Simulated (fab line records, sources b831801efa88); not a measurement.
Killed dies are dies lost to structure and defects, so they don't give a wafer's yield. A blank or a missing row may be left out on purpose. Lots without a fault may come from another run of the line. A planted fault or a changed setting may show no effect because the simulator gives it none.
fab line records | flow sky130 | part 1 of 2: steps 1 to 42 of 43
record lots=6 wafers=18 last_day=50
route steps=708 shown METAL4@622 VIA4@639 METAL5@661 PAD_OPEN@708
lots that met no fault: from a run of the same line without faults
start_h: hours from the record's first day to the start of the lot's first wafer shown | wait_h: hours since the lot's step before | " the same as in the row above | L1.1+2: a row that stands for several wafers | - no value, or no start given | * or withheld: withheld | < > ~ a bound
route shown NAME@n: a module of which the file shows steps, and the number in the route of the first | usual: mean/standard deviation of fault-free wafers | same: alike in all rows | chamber/n: place in a boat | sites: the reading at each site | _std_site: their standard deviation | _edge_site: outer sites' mean less inner sites' | radius_mm: how far each site lies from the wafer's centre | mask NAME#n: copy n | behind: the tool/chamber that last shaped the wafer | hold: why the lot was held/for how many hours/how that ended | device: the transistor (n, p or np) that didn't switch | end of line: the same wafers' tests at the end of the route | a step without rows: its recipe alone | killed: dies lost to structure and defects at the first sort, not the wafer's yield | map: a wafer's dies, x killed, . not, _ none there
set.NAME: the setting as run; set.NAME@STEP: as run at that earlier step | model.NAME: the simulator's own value behind a step, which no gauge read
lots at some steps of the route; a table a step, a row a wafer
services: from which hour (start_h, from the record's first day; less than 0 if before it) a tool's chamber was out of use, for how many hours, and why
## steps
# step SKY_METAL4_HMDS_06
# recipe prime_time_s=60 prime_temp_c=120
# step SKY_METAL4_COAT_07
# recipe resist=BARC temp_c=withheld time_s=withheld spin_rpm=3000 resist_thk_nm=60
# step SKY_METAL4_COAT_08
# recipe resist=KrF-thick spin_rpm=3000 resist_thk_nm=1140
# step SKY_METAL4_SOFTBAKE_09
# recipe temp_c=100 time_s=90 resist=KrF-thick
# step SKY_METAL4_EXPOSE_10
# recipe mask_id=MM4 na=0.68 source_shape=annular sigma_inner=0.4 sigma_outer=0.8 target_cd_nm=300 dose_mj=28
# step SKY_METAL4_PEB_11
# recipe peb_temp_c=withheld peb_time_s=withheld resist=KrF-thick
# step SKY_METAL4_DEVELOP_12
# recipe develop_time_s=60 resist=KrF-thick dev_temp_c=21
# step SKY_METAL4_CD_MEAS_13
# recipe target_cd_nm=300
# usual cd_nm=299.7/1.4
# columns lot.wafer tool chamber start_h wait_h cd_nm
L210.2 cd_sem-02 - 990.05 - 296.5
L210.3 " - " " 299.1
L210.4 " - " " 296.5
L213.2 cd_sem-02 - 1009.25 - 300.2
L213.5 " - " " 298.9
L213.6 " - " " 300.1
L218.1 cd_sem-02 - 1045.73 - 300.4
L218.2 " - " " 301.7
L218.5 " - " " 299.0
L222.2 cd_sem-01 - 1071.76 - 297.5
L222.4 " - " " 299.2
L222.5 " - " " 300.6
L227.2 cd_sem-02 - 1096.35 - 300.0
L227.4 " - " " 299.7
L227.6 " - " " 298.5
L232.2 cd_sem-01 - 1129.91 - 299.5
L232.4 " - " " 298.8
L232.6 " - " " 301.9
# step SKY_METAL4_OVL_MEAS_14
# usual METAL4_OVL=0/5
# columns lot.wafer tool chamber start_h wait_h METAL4_OVL[nm]
L210.2 overlay-01 - 990.16 0.1 0
L210.3 " - " " 1
L210.4 " - " " -6
L213.2 overlay-01 - 1009.36 0.1 1
L213.5 " - " " 11
L213.6 " - " " -3
L218.1 overlay-01 - 1045.85 0.1 0
L218.2 " - " " 2
L218.5 " - " " -5
L222.2 overlay-02 - 1071.86 0.1 -7
L222.4 " - " " -2
L222.5 " - " " -2
L227.2 overlay-02 - 1096.46 0.1 14
L227.4 " - " " 5
L227.6 " - " " 12
L232.2 overlay-01 - 1130.01 0.1 1
L232.4 " - " " 0
L232.6 " - " " 0
# step SKY_METAL4_DESCUM_15
# recipe chemistry=O2 source_power_w=150 bias_power_w=0 pressure_mtorr=10 temp_c=40 time_s=8
# step SKY_METAL4_ETCH_16
# recipe chemistry=N2/H2 target=BARC ion_energy_ev=200 bias_w=100 pressure_mtorr=30 n2_flow_sccm=100 h2_flow_sccm=200 icp_w=500 stop_on=SiO2 time_s=88.2 target_depth_a=600
# step SKY_METAL4_ETCH_17
# recipe target=SiO2 stop_on=TiN chemistry=C4F8/O2/Ar source_w=1500 bias_w=1200 pressure_mtorr=40 c4f8_flow_sccm=withheld O2_flow_sccm=6 Ar_flow_sccm=300 time_s=3.9 target_depth_a=150
# step SKY_METAL4_METAL_ETCH_18
# recipe target_depth_a=8450 stop_on=SiO2 over_etch_frac=0.2919 time_s=183.1 chemistry=Cl2/BCl3 resist_sidewall_deg=88 pressure_mtorr=10 icp_w=900 bias_w=48.5 Cl2_flow_sccm=60 bcl3_flow_sccm=30
# usual drypump_motor_current_A=5.40/0.23 oes_product_au=0.873/0.0074 throttle_valve_pct=22.265/0.01
# columns lot.wafer tool chamber start_h wait_h drypump_motor_current_A oes_product_au rf_hours_counter_h throttle_valve_pct
L210.2 rie_metal-01 1 990.34 0.0 5.24 0.865 7 22.265
L210.3 " 0 " " 5.17 0.879 - 22.281
L210.4 " 1 " " 5.23 0.878 - 22.268
L213.2 rie_metal-03 0 1009.54 0.0 5.68 0.884 6 22.269
L213.5 " 1 " " 5.74 0.886 - 22.247
L213.6 " 0 " " 5.60 0.888 - 22.265
L218.1 rie_metal-01 1 1046.04 0.0 5.23 0.868 13 22.260
L218.2 " 0 " " 5.18 0.859 14 22.257
L218.5 " 1 " " 5.24 0.867 - 22.264
L222.2 rie_metal-01 1 1072.04 0.0 5.25 0.871 15 22.276
L222.4 " 1 " " 5.24 0.874 - 22.267
L222.5 " 0 " " 5.15 0.858 - 22.264
L227.2 rie_metal-01 0 1096.77 0.0 5.18 0.878 18 22.278
L227.4 " 0 " " 5.16 0.875 - 22.264
L227.6 " 0 " " 5.17 0.877 - 22.263
L232.2 rie_metal-01 1 1130.19 0.0 5.24 0.879 18 22.247
L232.4 " 0 " " 5.18 0.878 - 22.272
L232.6 " 0 " " 5.17 0.872 - 22.273
# step SKY_METAL4_STRIP_19
# recipe chemistry=O2/N2 power_w=1400 pressure_mtorr=1500 platen_temp_c=withheld o2_flow_sccm=3000 n2_flow_sccm=300 overash_fraction=0.5
# usual drypump_motor_current_A=5.9/0.4 oes_product_au=0.503/0.006 strip_time_to_endpoint_s=6.56/0.087
# same overash_fraction=0.5
# columns lot.wafer tool chamber start_h wait_h drypump_motor_current_A oes_product_au rf_hours_counter_h strip_time_to_endpoint_s
L210.2 plasma_asher-02 1 990.51 0.1 6.5 0.496 26 6.43
L210.3 " 0 " " 6.3 0.499 - 6.45
L210.4 " 1 " " 6.5 0.502 - 6.47
L213.2 plasma_asher-01 1 1009.71 0.1 6.1 0.501 84 6.47
L213.5 " 0 " " 5.8 0.503 - 6.56
L213.6 " 1 " " 6.1 0.506 - 6.50
L218.1 plasma_asher-01 1 1046.21 0.1 6.1 0.506 88 6.46
L218.2 " 0 " " 5.7 0.504 88 6.48
L218.5 " 0 " " 5.7 0.492 - 6.43
L222.2 plasma_asher-01 0 1072.22 0.1 5.8 0.493 91 6.46
L222.4 " 0 " " 5.7 0.497 - 6.43
L222.5 " 1 " " 6.1 0.508 - 6.50
L227.2 plasma_asher-02 0 1096.94 0.1 6.2 0.505 37 6.60
L227.4 " 0 " " 6.2 0.510 - 6.56
L227.6 " 1 " " 6.5 0.506 - 6.55
L232.2 plasma_asher-01 1 1130.37 0.1 6.1 0.501 96 6.57
L232.4 " 0 " " 5.7 0.516 - 6.64
L232.6 " 0 " " 5.7 0.508 - 6.62
# step SKY_METAL4_STRIP_20
# recipe chemistry=post_etch_residue_remover time_s=1200 temp_c=72.5
# step SKY_METAL4_CLEAN_21
# recipe chemistry=IPA time_s=180 temp_c=25
# step SKY_METAL4_CLEAN_22
# recipe chemistry=O3/DIW dry=n2_spin
# step SKY_VIA4_HDPCVD_00
# recipe material=SiO2 target_thk_nm=1750 sigma_open_frac=0.3 time_s=291.7 temp_c=400 sih4_flow_sccm=60 pressure_mtorr=6
# step SKY_VIA4_THK_MEAS_01
# recipe reads=SiO2_of_VIA4_HDPCVD_00
# usual VIA4_HDPCVD_THK=1747/21
# columns lot.wafer tool chamber start_h wait_h VIA4_HDPCVD_THK[nm]
L210.2 film_metro-01 - 991.29 0.1 1723
L210.3 " - " " 1715
L210.4 " - " " 1742
L213.2 film_metro-01 - 1010.93 0.1 1744
L213.5 " - " " 1726
L213.6 " - " " 1772
L218.1 film_metro-01 - 1046.99 0.1 1785
L218.2 " - " " 1749
L218.5 " - " " 1756
L222.2 film_metro-01 - 1073.04 0.1 1752
L222.4 " - " " 1725
L222.5 " - " " 1715
L227.2 film_metro-01 - 1097.76 0.1 1764
L227.4 " - " " 1769
L227.6 " - " " 1789
L232.2 film_metro-03 - 1131.58 0.1 1744
L232.4 " - " " 1747
L232.6 " - " " 1705
# step SKY_VIA4_CMP_02
# recipe material=SiO2 down_force_psi=4 platen_rpm=60 pad_velocity_m_s=0.94248
# usual head_pressure_psi=3.999/0.0094 motor_current_A=12.7/1.1
# columns lot.wafer tool chamber start_h wait_h head_pressure_psi motor_current_A
L210.4 cmp-02 2 991.34 0.0 4.005 11.9
L210.2 " 3 " " 3.987 13.1
L210.3 " 0 " " 3.993 13.5
L213.2 cmp-01 0 1010.98 0.0 3.987 14.0
L213.5 " 0 " " 3.981 13.8
L213.6 " 1 " " 4.000 13.4
L218.2 cmp-01 0 1047.10 0.1 3.990 14.6
L218.1 " 1 " " 3.987 13.4
L218.5 " 3 " " 4.018 12.1
L222.4 cmp-01 1 1073.14 0.1 4.004 13.1
L222.2 " 2 " " 4.009 12.7
L222.5 " 0 " " 4.002 14.0
L227.4 cmp-01 0 1097.81 0.0 4.003 14.3
L227.2 " 3 " " 4.000 11.1
L227.6 " 0 " " 4.003 14.1
L232.2 cmp-01 3 1131.68 0.1 4.007 11.7
L232.4 " 0 " " 4.007 14.7
L232.6 " 2 " " 3.985 12.6
# step SKY_VIA4_BOW_MEAS_03
# recipe mode=bow
# usual VIA4_BOW=79/9
# columns lot.wafer tool chamber start_h wait_h VIA4_BOW[um]
L210.2 film_metro-02 - 991.66 0.2 67
L210.3 " - " " 82
L210.4 " - " " 72
L213.2 film_metro-03 - 1011.30 0.3 73
L213.5 " - " " 68
L213.6 " - " " 73
L218.1 film_metro-03 - 1047.35 0.1 83
L218.2 " - " " 77
L218.5 " - " " 79
L222.2 film_metro-01 - 1073.41 0.2 61
L222.4 " - " " 59
L222.5 " - " " 77
L227.2 film_metro-03 - 1098.13 0.1 84
L227.4 " - " " 87
L227.6 " - " " 76
L232.2 film_metro-03 - 1131.95 0.2 84
L232.4 " - " " 79
L232.6 " - " " 82
# step SKY_VIA4_DEHYDRATE_04
# recipe temp_c=200 time_s=60
# step SKY_VIA4_HMDS_05
# recipe prime_time_s=60 prime_temp_c=120
# step SKY_VIA4_COAT_06
# recipe resist=NOVOLAK spin_rpm=3000 resist_thk_nm=1140
# step SKY_VIA4_SOFTBAKE_07
# recipe temp_c=90 time_s=60 resist=NOVOLAK
# step SKY_VIA4_EXPOSE_08
# recipe mask_id=VIM4 na=0.6 source_shape=conventional sigma_outer=0.6 polarization=unpolarized target_cd_nm=800 dose_mj=132
# step SKY_VIA4_PEB_09
# recipe temp_c=withheld time_s=* resist=NOVOLAK
# step SKY_VIA4_DEVELOP_10
# recipe resist=NOVOLAK developer=TMAH develop_time_s=60 dev_temp_c=23
# step SKY_VIA4_OVL_MEAS_11
# usual VIA4_OVL=-1.1/1.5
# columns lot.wafer tool chamber start_h wait_h VIA4_OVL[nm]
L210.2 overlay-02 - 1014.84 0.1 0.4
L210.3 " - " " 0.4
L210.4 " - " " 0.5
L213.2 overlay-01 - 1033.88 0.1 -0.6
L213.5 " - " " 0.6
L213.6 " - " " 0.4
L218.1 overlay-01 - 1068.33 0.1 0.3
L218.2 " - " " 1.2
L218.5 " - " " 0.7
L222.2 overlay-01 - 1093.93 0.1 -1.1
L222.4 " - " " 0.0
L222.5 " - " " 0.0
L227.2 overlay-01 - 1117.89 0.1 0.0
L227.4 " - " " 1.2
L227.6 " - " " 2.1
L232.2 overlay-02 - 1150.84 0.1 -2.3
L232.4 " - " " -2.4
L232.6 " - " " -4.1
# step SKY_VIA4_ETCH_12
# recipe target=SiO2 chemistry=C4F8/O2/Ar stop_on=TiN mask_material=NOVOLAK source_w=1500 bias_w=1200 pressure_mtorr=40 c4f8_flow_sccm=withheld O2_flow_sccm=6 Ar_flow_sccm=300 time_s=withheld target_depth_a=5800
# step SKY_VIA4_STRIP_13
# recipe chemistry=O2/N2 power_w=1400 pressure_mtorr=1500 platen_temp_c=withheld o2_flow_sccm=3000 n2_flow_sccm=300 overash_fraction=0.5
# step SKY_VIA4_STRIP_14
# recipe chemistry=post_etch_residue_remover time_s=1200 temp_c=72.5
# step SKY_VIA4_CLEAN_15
# recipe chemistry=IPA time_s=180 temp_c=25
# step SKY_VIA4_CLEAN_16
# recipe chemistry=O3/DIW dry=n2_spin
# step SKY_VIA4_SPUTTER_17
# recipe material=TiN target_thk_nm=20 chamber_pressure_pa=5 power_w=4000 time_s=80
# usual throttle_valve_pct=29.6/0.98
# columns lot.wafer tool chamber start_h wait_h throttle_valve_pct
L210.2 pvd_sputter-03 - 1015.53 0.0 28.9
L210.3 " - " " 30.0
L210.4 " - " " 28.9
L213.2 pvd_sputter-04 - 1034.57 0.0 31.2
L213.5 " - " " 30.2
L213.6 " - " " 31.1
L218.1 pvd_sputter-02 - 1069.07 0.0 29.5
L218.2 " - " " 28.3
L218.5 " - " " 28.8
L222.2 pvd_sputter-03 - 1094.73 0.0 28.8
L222.4 " - " " 29.6
L222.5 " - " " 30.1
L227.2 pvd_sputter-02 - 1118.58 0.0 30.2
L227.4 " - " " 28.4
L227.6 " - " " 30.4
L232.2 pvd_sputter-02 - 1151.95 0.0 29.4
L232.4 " - " " 28.4
L232.6 " - " " 29.7
# step SKY_VIA4_CVD_18
# recipe material=W target_thk_nm=505 time_s=152.14 temp_c=402 pressure_torr=40
# step SKY_VIA4_RS_MEAS_19
# recipe thk_meas_gauge=four-point-probe reads=W_of_VIA4_CVD_18+TiN_of_VIA4_SPUTTER_17
# usual VIA4_W_RS=0.2186/0.0021
# columns lot.wafer tool chamber start_h wait_h VIA4_W_RS[ohm/sq]
L210.2 film_metro-02 - 1015.77 0.1 0.2187
L210.3 " - " " 0.2169
L210.4 " - " " 0.2192
L213.2 film_metro-02 - 1034.80 0.1 0.2210
L213.5 " - " " 0.2221
L213.6 " - " " 0.2224
L218.1 film_metro-01 - 1069.29 0.1 0.2196
L218.2 " - " " 0.2196
L218.5 " - " " 0.2197
L222.2 film_metro-02 - 1095.11 0.2 0.2175
L222.4 " - " " 0.2173
L222.5 " - " " 0.2192
L227.2 film_metro-01 - 1118.97 0.2 0.2220
L227.4 " - " " 0.2223
L227.6 " - " " 0.2217
L232.2 film_metro-03 - 1152.19 0.1 0.2196
L232.4 " - " " 0.2168
L232.6 " - " " 0.2146
# step SKY_VIA4_THK_MEAS_20
# recipe thk_meas_gauge=xrf reads=W_of_VIA4_CVD_18
# usual VIA4_W_THK=532/6
# columns lot.wafer tool chamber start_h wait_h VIA4_W_THK[nm]
L210.2 film_metro-02 - 1015.88 0.1 528
L210.3 " - " " 527
L210.4 " - " " 525
L213.2 film_metro-02 - 1034.91 0.1 525
L213.5 " - " " 522
L213.6 " - " " 522
L218.1 film_metro-01 - 1069.41 0.1 530
L218.2 " - " " 531
L218.5 " - " " 530
L222.2 film_metro-02 - 1095.22 0.1 531
L222.4 " - " " 529
L222.5 " - " " 528
L227.2 film_metro-01 - 1119.08 0.1 525
L227.4 " - " " 528
L227.6 " - " " 523
L232.2 film_metro-03 - 1152.30 0.1 530
L232.4 " - " " 540
L232.6 " - " " 547
# step SKY_VIA4_CMP_21
# recipe stop_on=SiO2 t_overpolish_s=25 down_force_psi=3.5 platen_rpm=60 target_thk_nm=0 pad_velocity_m_s=0.94248
# usual head_pressure_psi=3.500/0.0068 motor_current_A=11.6/1 overpolish_run_s=25.000/0.009 time_to_endpoint_s=123/4.2
# columns lot.wafer tool chamber start_h wait_h head_pressure_psi motor_current_A overpolish_run_s time_to_endpoint_s
L210.4 cmp-02 0 1016.01 0.1 3.497 12.4 25.000 124
L210.3 " 2 " " 3.510 11.0 25.006 124
L210.2 " 3 " " 3.507 11.2 24.999 123
L213.2 cmp-01 1 1035.08 0.2 3.502 12.2 25.003 123
L213.5 " 3 " " 3.503 10.1 24.982 120
L213.6 " 0 " " 3.498 14.1 25.004 126
L218.1 cmp-01 3 1069.57 0.1 3.511 10.3 25.020 118
L218.2 " 0 " " 3.487 13.3 24.999 123
L218.5 " 2 " " 3.504 11.4 24.999 123
L222.2 cmp-02 3 1095.32 0.1 3.505 11.6 24.989 118
L222.4 " 0 " " 3.492 12.3 25.008 117
L222.5 " 2 " " 3.497 11.1 24.993 114
L227.2 cmp-02 1 1119.13 0.0 3.493 11.0 24.992 125
L227.4 " 3 " " 3.498 12.0 25.006 121
L227.6 " 1 " " 3.495 10.5 25.002 123
L232.2 cmp-02 1 1152.35 0.0 3.508 10.7 25.017 118
L232.4 " 2 " " 3.500 11.2 24.985 120
L232.6 " 1 " " 3.493 10.9 25.005 125
# step SKY_METAL5_SPUTTER_00
# recipe material=Ti target_thk_nm=15 power_w=3000 time_s=10 chamber_pressure_pa=0.4
# step SKY_METAL5_SPUTTER_01
# recipe material=TiN target_thk_nm=20 power_w=6500 time_s=16.7 chamber_pressure_pa=0.4
# usual throttle_valve_pct=30.5/1.4
# columns lot.wafer tool chamber start_h wait_h throttle_valve_pct
L210.2 pvd_sputter-03 - 1016.34 0.0 28.9
L210.3 " - " " 29.4
L210.4 " - " " 30.0
L213.2 pvd_sputter-01 - 1035.30 0.0 32.3
L213.5 " - " " 32.1
L213.6 " - " " 32.0
L218.1 pvd_sputter-01 - 1069.79 0.0 31.8
L218.2 " - " " 32.1
L218.5 " - " " 31.8
L222.2 pvd_sputter-01 - 1095.60 0.0 31.8
L222.4 " - " " 29.9
L222.5 " - " " 31.8
L227.2 pvd_sputter-03 - 1119.45 0.0 29.0
L227.4 " - " " 30.0
L227.6 " - " " 28.6
L232.2 pvd_sputter-01 - 1152.67 0.0 32.2
L232.4 " - " " 32.3
L232.6 " - " " 31.9
# step SKY_METAL5_SPUTTER_02
# recipe material=AlCu target_thk_nm=1150 power_w=10600 time_s=61.2 chamber_pressure_pa=0.4
